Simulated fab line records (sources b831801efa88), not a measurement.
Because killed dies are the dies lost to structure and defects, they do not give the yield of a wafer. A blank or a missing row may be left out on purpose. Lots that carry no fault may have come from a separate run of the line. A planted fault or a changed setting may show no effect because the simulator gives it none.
A struck lot beside a sound one	flow sfqLine	19 out of 325 route steps
Sound: the wafers L283.1, L283.3, L283.5. Struck: wafer L271.3; the same lot's L271.1 was not struck, so it is left out; see the end for the cause.
For every step that has rows: the tool of each side, followed by ch and its chambers, followed by its first start. Under that, the readings that differ: sound wafers	struck wafers	difference of the means	sigmas: that difference in standard deviations of wafers without a fault.
alike: words and numbers the same on both sides, and readings whose means are apart by under 2 such deviations; not compared: readings that were withheld, readings missing a value for some wafer, numbers with overlapping values and no deviation given by the record, and bounds like >300 which may hide the same value.
A row with sigmas, a row that says differs or no value, or rows on one side alone: a step with any of these is where the two part. Numbers that have no deviation but don't overlap get no sigmas and don't part them. A reading missing from all wafers of one side parts the sides only when that side holds two or more wafers.

SFQ_M1_OVL_MEAS_911:
  sound on overlay-02 at day 19 12:32; struck on overlay-02 at day 15 21:30
  alike: M1_OVL
SFQ_TRILAYER_M1_BARC_OPEN_METAL_ETCH_054: etches BARC in O2, target depth 125 nm, time 41.7 s.
  sound on rieMetal-01 ch 1, day 19 12:34; struck on rieMetal-01 ch 0, day 15 21:41
  alike: drypumpMotorCurrentA, oesProductAu
  not compared: rfHoursCounterH
SFQ_TRILAYER_M1_ETCH_METAL_ETCH_042: etches Nb in Cl2/Ar, stops on SiO2, target depth 240 nm, time 120 s.
  sound on rieMetal-01 ch 1, day 19 12:38; struck on rieMetal-01 ch 0, day 15 21:44
reading	sound	struck	difference	sigmas
oesProductAu (a.u.)	0.899 0.900 0.900	0.882	-0.018	-3
  alike: drypumpMotorCurrentA
  not compared: rfHoursCounterH
SFQ_TRILAYER_M1_STRIP_STRIP_043: strips in O2.
  sound on rieMetal-01 ch 1, day 19 12:45; struck on rieMetal-01 ch 0, day 15 21:52
  alike: drypumpMotorCurrentA, oesProductAu
  not compared: rfHoursCounterH
then, 3 steps without rows for these wafers: SFQ_TRILAYER_M1_STRIP_SOLV_CLEAN_044 (cleans in NMP, time 600 s); SFQ_TRILAYER_I1_DEP_PECVD_045 (deposits SiO2 from SiH4/N2O, time 111.11 s, target thk 500 nm); SFQ_TRILAYER_I1_CMP_CMP_046 (polishes SiO2).
SFQ_I1_BOW_MEAS_912:
  sound on filmMetro-03 at day 19 17:13; struck on filmMetro-03 at day 16 01:43
  alike: I1_BOW
SFQ_TRILAYER_I1_METRO_MEASURE_047:
  sound on filmMetro-03 at day 19 17:20; struck on filmMetro-03 at day 16 01:50
  alike: thkNm
then, 3 steps without rows for these wafers: SFQ_TRILAYER_I1_VIA_LITHO_COAT_054 (resist thk 62 nm); SFQ_TRILAYER_I1_VIA_LITHO_COAT_049 (resist thk 650 nm); SFQ_TRILAYER_I1_VIA_LITHO_SOFTBAKE_053.
-- the record jumps here: 5 days lie between the struck wafers' starts before and after --
SFQ_TRILAYER_I1_VIA_LITHO_EXPOSE_050: exposes mask I1, target cd 500 nm.
  sound on krfScanner-02 ch 0, day 25 00:55; struck on krfScanner-02 ch 0, day 20 20:38
  alike: mask, reticleTempC
then, 2 steps without rows for these wafers: SFQ_TRILAYER_I1_VIA_LITHO_PEB_052 (peb time 60 s); SFQ_TRILAYER_I1_VIA_LITHO_DEVELOP_051 (time 60 s).
SFQ_I1_OVL_MEAS_913:
  sound on overlay-01 at day 25 02:25; struck on overlay-02 at day 20 22:08
  alike: I1_OVL
SFQ_TRILAYER_I1_VIA_BARC_OPEN_VIA_ETCH_071: etches BARC in O2, target depth 125 nm, time 41.7 s.
  sound on rieDiel-02 ch 1,3, day 25 02:28; struck on rieDiel-02 ch 2, day 20 22:10
reading	sound	struck	difference	sigmas
model.I1.cdNm (nm)	498.6 497.5 499	515.5	+17.1	
  alike: drypumpMotorCurrentA, oesProductAu
  not compared: rfHoursCounterH
SFQ_TRILAYER_I1_VIA_ETCH_VIA_ETCH_052: etches SiO2 in CHF3, stops on Nb, target depth 260 nm.
  sound on rieDiel-02 ch 1,3, day 25 02:30; struck on rieDiel-02 ch 2, day 20 22:13
reading	sound	struck	difference	sigmas
model.I1.cdNm (nm)	496.9 494 495.4	518.4	+23.0	
  alike: drypumpMotorCurrentA, oesProductAu
SFQ_TRILAYER_I1_VIA_STRIP_STRIP_053: strips in O2.
  sound on rieMetal-03 ch 0,1, day 25 02:37; struck on rieMetal-04 ch 1, day 20 22:19
reading	sound	struck	difference	sigmas
oesProductAu (a.u.)	0.976 1.005 0.998	1.025	+0.032	+2
  alike: drypumpMotorCurrentA
  not compared: rfHoursCounterH

WHERE THEY PART
First at SFQ_TRILAYER_M1_ETCH_METAL_ETCH_042; last, within this record, at SFQ_TRILAYER_I1_VIA_STRIP_STRIP_053.

WHY: what the simulator had put in
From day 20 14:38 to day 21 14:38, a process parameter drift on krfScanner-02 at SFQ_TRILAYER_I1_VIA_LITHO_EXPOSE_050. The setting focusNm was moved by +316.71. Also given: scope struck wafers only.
